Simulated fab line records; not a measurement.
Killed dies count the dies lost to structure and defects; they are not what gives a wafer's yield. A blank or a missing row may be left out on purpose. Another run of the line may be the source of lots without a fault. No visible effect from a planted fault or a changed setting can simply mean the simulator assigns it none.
Matching of chambers ; flow gf180mcu ; 3 sister chambers for GF_V5_CVD_02 on pecvd-02
The step deposits SiO2 from TEOS, target thk 1450 nm, time 163.28 s. 3 wafers are shown with their chamber, then 7 later ones without.

## WAFERS, EACH WITH ITS CHAMBER
wafer;chamber;heater-power-w (W)
L090.3;0;659
L091.1;2;659
L091.2;1;599

## WAFERS WHOSE CHAMBER IS MISSING
wafer;heater-power-w (W)
L091.3;588
L091.4;628
L091.5;640
L091.6;541
L093.4;517
L093.5;537
L093.6;515

## THE CHAMBER EACH PASSED THROUGH
wafer;from the rows above;in truth
L091.3;can't be placed: 1 or 0 or 2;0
L091.4;can't be placed: 1 or 0 or 2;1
L091.5;can't be placed: 0 or 2 or 1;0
L091.6;can't be placed: 1 or 0 or 2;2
L093.4;can't be placed: 1 or 0 or 2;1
L093.5;can't be placed: 1 or 0 or 2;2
L093.6;can't be placed: 1 or 0 or 2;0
Placed correctly: 0 of 7. These rows do not allow placing 7 (true chamber among the candidates in 7). Placed wrongly: 0.
How it was worked out, from the rows above alone: a wafer's distance from a chamber is the root of the sum, over the readings, of the square of ((its reading less the chamber's mean) divided by the reading's scatter). If the next closest chamber is less than 2 further off than the closest, the wafer can't be placed; otherwise it belongs to the closest. A chamber's mean is the mean of its shown wafers. The scatter: root of mean squared gap, hidden wafer to nearest shown wafer, with one shown wafer a chamber.
